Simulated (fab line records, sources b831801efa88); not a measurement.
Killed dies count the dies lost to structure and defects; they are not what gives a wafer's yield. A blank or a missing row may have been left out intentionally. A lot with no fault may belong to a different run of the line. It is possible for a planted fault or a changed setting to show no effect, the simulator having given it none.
fab line records	flow sky130
[record] lots = 5	wafers = 15	lastDay = 50
route steps=708 shown METAL1@455 VIA1@458
lots untouched by any fault: they come from a run of this same line in which no faults occurred
startH: hours from the record's first day to the start of the lot's first wafer shown	waitH: hours elapsed since this lot's preceding step	" same as the row above	L1.1+2: several wafers, shown together as one row	- either no value or no given start	* or withheld: withheld	< > ~ a bound
route shown NAME@n: names a module that has steps shown in the file, with the first one's number in the route	usual: average and standard deviation across the fault-free wafers	same: alike in all rows	chamber/n: place in a boat	sites: the reading at each site	_std_site: how widely they spread, as a standard deviation	_edge_site: the outer-site mean with the inner-site mean subtracted	radiusMm: for every site, how far away it sits from the centre of the wafer	mask NAME#n: copy n	behind: tool/chamber where the wafer was last shaped	hold: reason for holding the lot/hours on hold/outcome of the hold	device: which transistor (n, p or np) failed to switch	end of line: the route-end tests of the same wafers	a step without rows: its recipe alone	killed: at the first sort, the dies lost to defects and structure; wafer yield is something else	map: a wafer's dies, marking killed ones x, the rest . and places with no die _
set.NAME: the setting as run; set.NAME@STEP: as run at that earlier step	model.NAME: the simulator's own value behind a step, which no gauge read
lots at selected steps of the route; one table per step, one row per wafer
services: from which hour (startH, from the record's first day; less than 0 if before it) a tool's chamber was out of use, for how many hours, and why
[[steps]]
[step SKY_METAL1_STRIP_21]
[recipe] chemistry = postEtchResidueRemover	timeS = 1200	tempC = 72.5
[step SKY_METAL1_CLEAN_22]
[recipe] chemistry = IPA	timeS = 180	tempC = 25
[step SKY_METAL1_CLEAN_23]
[recipe] chemistry = O3/DIW	dry = n2Spin
[step SKY_VIA1_HDPCVD_00]
[recipe] material = SiO2	targetThkNm = 1030	sigmaOpenFrac = 0.3	timeS = 171.7	tempC = 400	sih4FlowSccm = 60	pressureMtorr = 6
[step SKY_VIA1_THK_MEAS_01]
[recipe] reads = SiO2_of_VIA1_HDPCVD_00
[usual] VIA1_HDPCVD_THK = 1034/10
lot.wafer	tool	chamber	startH	waitH	VIA1_HDPCVD_THK[nm]
L451.1	filmMetro-02	-	815.35	0.1	1038
L451.2	"	-	"	"	1033
L451.6	"	-	"	"	1029
L456.1	filmMetro-01	-	859.53	0.1	1013
L456.2	"	-	"	"	1023
L456.4	"	-	"	"	1021
L461.2	filmMetro-02	-	901.64	0.1	1039
L461.3	"	-	"	"	1028
L461.5	"	-	"	"	1038
L463.4	filmMetro-02	-	904.42	0.0	1037
L463.5	"	-	"	"	1044
L463.6	"	-	"	"	1026
L465.1	filmMetro-02	-	918.74	0.1	1028
L465.2	"	-	"	"	1032
L465.4	"	-	"	"	1027
[step SKY_VIA1_CMP_02]
[recipe] material = SiO2	downForcePsi = 4	platenRpm = 60	padVelocityMS = 0.94248
[usual] motorCurrentA = 12.1/1.4
lot.wafer	tool	chamber	startH	waitH	motorCurrentA
L451.2	cmp-01	0	815.41	0.0	13.5
L451.1	"	1	"	"	13.5
L451.6	"	0	"	"	13.5
L456.4	cmp-01	3	859.59	0.0	10.6
L456.2	"	0	"	"	12.7
L456.1	"	1	"	"	14.0
L461.3	cmp-02	2	901.69	0.0	9.9
L461.2	"	1	"	"	11.5
L461.5	"	3	"	"	13.6
L463.4	cmp-01	3	904.55	0.1	11.7
L463.6	"	1	"	"	13.8
L463.5	"	2	"	"	11.9
L465.1	cmp-01	2	918.80	0.1	11.9
L465.4	"	3	"	"	10.3
L465.2	"	1	"	"	14.1
[step SKY_VIA1_BOW_MEAS_03]
[recipe] mode = bow
[usual] VIA1_BOW = 83/7.7
lot.wafer	tool	chamber	startH	waitH	VIA1_BOW[um]
L451.1	filmMetro-03	-	815.71	0.2	95
L451.2	"	-	"	"	88
L451.6	"	-	"	"	86
L456.1	filmMetro-03	-	859.89	0.1	84
L456.2	"	-	"	"	86
L456.4	"	-	"	"	74
L461.2	filmMetro-03	-	902.01	0.1	88
L461.3	"	-	"	"	81
L461.5	"	-	"	"	90
L463.4	filmMetro-02	-	904.81	0.2	82
L463.5	"	-	"	"	82
L463.6	"	-	"	"	69
L465.1	filmMetro-02	-	919.10	0.2	86
L465.2	"	-	"	"	66
L465.4	"	-	"	"	73
[step SKY_VIA1_DEHYDRATE_04]
[recipe] tempC = 200	timeS = 60
[step SKY_VIA1_HMDS_05]
[recipe] primeTimeS = 60	primeTempC = 120
[step SKY_VIA1_COAT_06]
[recipe] resist = BARC	tempC = withheld	timeS = withheld	spinRpm = 3000	resistThkNm = 60
[step SKY_VIA1_COAT_07]
[recipe] resist = KrF-thick	spinRpm = 3000	resistThkNm = 450
[step SKY_VIA1_SOFTBAKE_08]
[recipe] tempC = 100	timeS = 90	resist = KrF-thick
[step SKY_VIA1_EXPOSE_09]
[recipe] maskId = VIM	na = 0.8	sourceShape = annular	sigmaInner = 0.55	sigmaOuter = 0.85	targetCdNm = 150	doseMj = 38
[usual] exposureDoseMJCm2 = 37.82/0.035
[same] sigmaOuter = 0.85
lot.wafer	tool	chamber	startH	waitH	mask	exposureDoseMJCm2
L451.1	krfScanner-01	0	828.66	-	VIM#0	37.78
L451.2	"	0	"	"	VIM#0	37.79
L451.6	"	0	"	"	VIM#0	37.78
L456.1	krfScanner-02	0	872.63	-	VIM#0	37.81
L456.2	"	0	"	"	VIM#0	37.85
L456.4	"	0	"	"	VIM#0	37.79
L461.2	krfScanner-02	0	914.77	-	VIM#0	41.84
L461.3	"	0	"	"	VIM#0	41.86
L461.5	"	0	"	"	VIM#0	41.86
L463.4	krfScanner-01	0	917.62	-	VIM#0	37.86
L463.5	"	0	"	"	VIM#0	37.84
L463.6	"	0	"	"	VIM#0	37.84
L465.1	krfScanner-01	0	931.55	-	VIM#0	37.80
L465.2	"	0	"	"	VIM#0	37.76
L465.4	"	0	"	"	VIM#0	37.82
[step SKY_VIA1_PEB_10]
[recipe] pebTempC = withheld	pebTimeS = withheld	resist = KrF-thick
[step SKY_VIA1_DEVELOP_11]
[recipe] developTimeS = 60	resist = KrF-thick	devTempC = 22.07
[usual] resistLineTempC = 22.98/0.098
lot.wafer	tool	chamber	startH	waitH	resistLineTempC	model.VIA1.cdNm
L451.1	lithoTrack-03	0	-	-	23.02	147
L451.2	"	0	"	"	22.93	147.1
L451.6	"	0	"	"	23.10	147.4
L456.1	lithoTrack-03	0	-	-	23.07	148.6
L456.2	"	0	"	"	23.01	149.1
L456.4	"	0	"	"	23.20	146.3
L461.2	lithoTrack-02	0	-	-	22.80	92.08
L461.3	"	0	"	"	22.78	167.1
L461.5	"	0	"	"	23.08	61.32
L463.4	lithoTrack-04	0	-	-	23.11	148.9
L463.5	"	0	"	"	22.99	150.7
L463.6	"	0	"	"	23.15	151.4
L465.1	lithoTrack-03	0	-	-	22.91	152.1
L465.2	"	0	"	"	22.96	152.2
L465.4	"	0	"	"	22.97	151.2
[step SKY_VIA1_CD_MEAS_12]
[recipe] targetCdNm = 150
[usual] cdNm = 149.3/1.5
lot.wafer	tool	chamber	startH	waitH	cdNm
L451.1	cdSem-02	-	841.18	-	146.8
L451.2	"	-	"	"	147.2
L451.6	"	-	"	"	147.8
L456.1	cdSem-02	-	885.18	-	148.7
L456.2	"	-	"	"	149.5
L456.4	"	-	"	"	146.2
L461.2	cdSem-02	-	926.57	-	91.9
L461.3	"	-	"	"	167.5
L461.5	"	-	"	"	61.1
L463.4	cdSem-01	-	929.90	-	148.6
L463.5	"	-	"	"	150.7
L463.6	"	-	"	"	151.0
L465.1	cdSem-01	-	943.53	-	152.3
L465.2	"	-	"	"	152.2
L465.4	"	-	"	"	150.9
[step SKY_VIA1_OVL_MEAS_13]
[usual] VIA1_OVL = -3/5.1
lot.wafer	tool	chamber	startH	waitH	VIA1_OVL[nm]
L451.1	overlay-02	-	841.30	0.1	-5
L451.2	"	-	"	"	-3
L451.6	"	-	"	"	-3
L456.1	overlay-01	-	885.30	0.1	-5
L456.2	"	-	"	"	-4
L456.4	"	-	"	"	-4
L461.2	overlay-02	-	926.67	0.1	-8
L461.3	"	-	"	"	-9
L461.5	"	-	"	"	-4
L463.4	overlay-02	-	929.98	0.1	-4
L463.5	"	-	"	"	3
L463.6	"	-	"	"	-2
L465.1	overlay-02	-	943.65	0.1	-1
L465.2	"	-	"	"	-3
L465.4	"	-	"	"	4
[step SKY_VIA1_ETCH_14]
[recipe] chemistry = N2/H2	target = BARC	ionEnergyEv = 200	sourceW = 500	biasW = 100	pressureMtorr = 30	n2FlowSccm = 100	h2FlowSccm = 200	stopOn = SiO2	timeS = 45.9	targetDepthA = 600
[usual] drypumpMotorCurrentA = 5.7/0.58	oesProductAu = 0.854/0.0047	throttleValvePct = 13.224/0.0094
lot.wafer	tool	chamber	startH	waitH	drypumpMotorCurrentA	oesProductAu	rfHoursCounterH	throttleValvePct	model.VIA1.cdNm
L451.1	rieDiel-01	1	841.33	0.0	4.9	0.863	6	13.228	147.2
L451.2	"	3	"	"	4.8	0.848	3	13.235	146.8
L451.6	"	0	"	"	5.8	0.852	-	13.209	147.1
L456.1	rieDiel-01	3	885.34	0.0	4.8	0.852	4	13.222	148.1
L456.2	"	2	"	"	5.1	0.854	10	13.228	148.6
L456.4	"	0	"	"	5.8	0.855	6	13.239	146.1
L461.2	rieDiel-04	3	926.70	0.0	6.3	0.857	24	13.218	91.74
L461.3	"	1	"	"	6.3	0.854	18	13.228	167
L461.5	"	1	"	"	6.3	0.856	-	13.208	61.83
L463.4	rieDiel-04	0	930.00	0.0	5.9	0.852	10	13.216	148.6
L463.5	"	1	"	"	6.3	0.856	-	13.217	150.9
L463.6	"	2	"	"	6.4	0.849	-	13.209	151.3
L465.1	rieDiel-04	2	943.69	0.0	6.4	0.848	19	13.222	152.4
L465.2	"	0	"	"	5.9	0.854	10	13.228	151.7
L465.4	"	3	"	"	6.3	0.854	24	13.219	151
[step SKY_VIA1_ETCH_15]
[recipe] target = SiO2	chemistry = C4F8/O2/Ar	targetDepthNm = 351	stopOn = TiN	maskMaterial = KrF-thick	sourceW = 1500	biasW = 1200	pressureMtorr = 40	c4f8FlowSccm = withheld	O2_flow_sccm = 6	Ar_flow_sccm = 300	timeS = 54
[usual] oesProductAu = 0.980/0.0059
lot.wafer	tool	chamber	startH	waitH	oesProductAu	rfHoursCounterH
L451.1	rieDiel-01	1	841.38	0.0	0.983	6
L451.2	"	3	"	"	0.973	3
L451.6	"	0	"	"	0.975	-
L456.1	rieDiel-01	3	885.38	0.0	0.981	4
L456.2	"	2	"	"	0.987	10
L456.4	"	0	"	"	0.978	6
L461.2	rieDiel-04	3	926.74	0.0	0.988	24
L461.3	"	1	"	"	0.982	18
L461.5	"	1	"	"	0.975	-
L463.4	rieDiel-04	0	930.04	0.0	0.985	10
L463.5	"	1	"	"	0.986	-
L463.6	"	2	"	"	0.988	-
L465.1	rieDiel-04	2	943.73	0.0	0.981	19
L465.2	"	0	"	"	0.976	10
L465.4	"	3	"	"	0.982	24
[[services]]
tool	chamber	startH	hours	kind
rieDiel-04	-	818.61	14.6	pm
krfScanner-01	-	824.35	1.0	pm
rieDiel-01	0	824.43	1.8	repair
rieDiel-04	2	836.92	4.7	repair
rieDiel-04	-	837.82	1.1	repair
rieDiel-04	-	838.34	0.4	repair
krfScanner-01	-	840.07	3.6	pm
krfScanner-02	-	844.22	1.3	pm
rieDiel-04	-	844.92	2.8	pm
cmp-02	-	856.66	0.4	repair
krfScanner-01	-	861.59	4.4	pm
rieDiel-04	1	865.57	4.9	repair
krfScanner-02	-	865.96	1.0	pm
krfScanner-01	-	868.15	1.3	pm
rieDiel-04	0	871.75	2.6	repair
cmp-02	-	893.60	2.6	repair
krfScanner-01	-	911.23	0.8	pm
cmp-01	-	912.00	4.0	pm
rieDiel-04	-	913.02	4.7	repair
cmp-01	-	916.00	-	consumableReplace:conditioner
cmp-01	-	916.00	-	consumableReplace:pad
krfScanner-02	-	921.03	0.8	repair
rieDiel-01	0	923.02	3.5	repair
[[key]]
[firstSign] step = SKY_VIA1_EXPOSE_09	reading = exposureDoseMJCm2	direction = up	sigmas = 99+	usual = *	struck = *
[effect] step = SKY_VIA1_CD_MEAS_12	reading = cdNm	direction = down	sigmas = 29	usual = 149.3	struck = 106.8	through = controlLoop
[modelEffect] step = SKY_VIA1_DEVELOP_11	value = VIA1.cdNm	without = 147.6	struck = 106.8
[modelEffect] step = SKY_VIA1_ETCH_14	value = VIA1.cdNm	without = 147.6	struck = 106.8
metAt SKY_VIA1_EXPOSE_09
struckWafers L461.2,L461.3,L461.5
laterRowsLeftOut L461.2,L461.5
sortLeftOut L461.2,L461.3,L461.5
[loopTrim] step = SKY_VIA1_EXPOSE_09	setting = dose	lots = L461
onsetBetween 872.63 914.77
[fault] kind = processParameterDrift	tool = krfScanner-02	chamber = -	onsetH = 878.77	steps = SKY_VIA1_EXPOSE_09	channel = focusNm	offset = 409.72	spreadByWafer = 0.3	shape = step	endH = 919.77
// sortLeftOut: the simulated sort isn't trusted on such a fault, so these wafers' sort isn't shown, and their yield isn't known
// laterRowsLeftOut: the simulator's readings of these wafers behind a module that went badly wrong aren't trusted and aren't shown, but for the sort
// loopTrim: a control loop set the setting to another value than it would have without faults
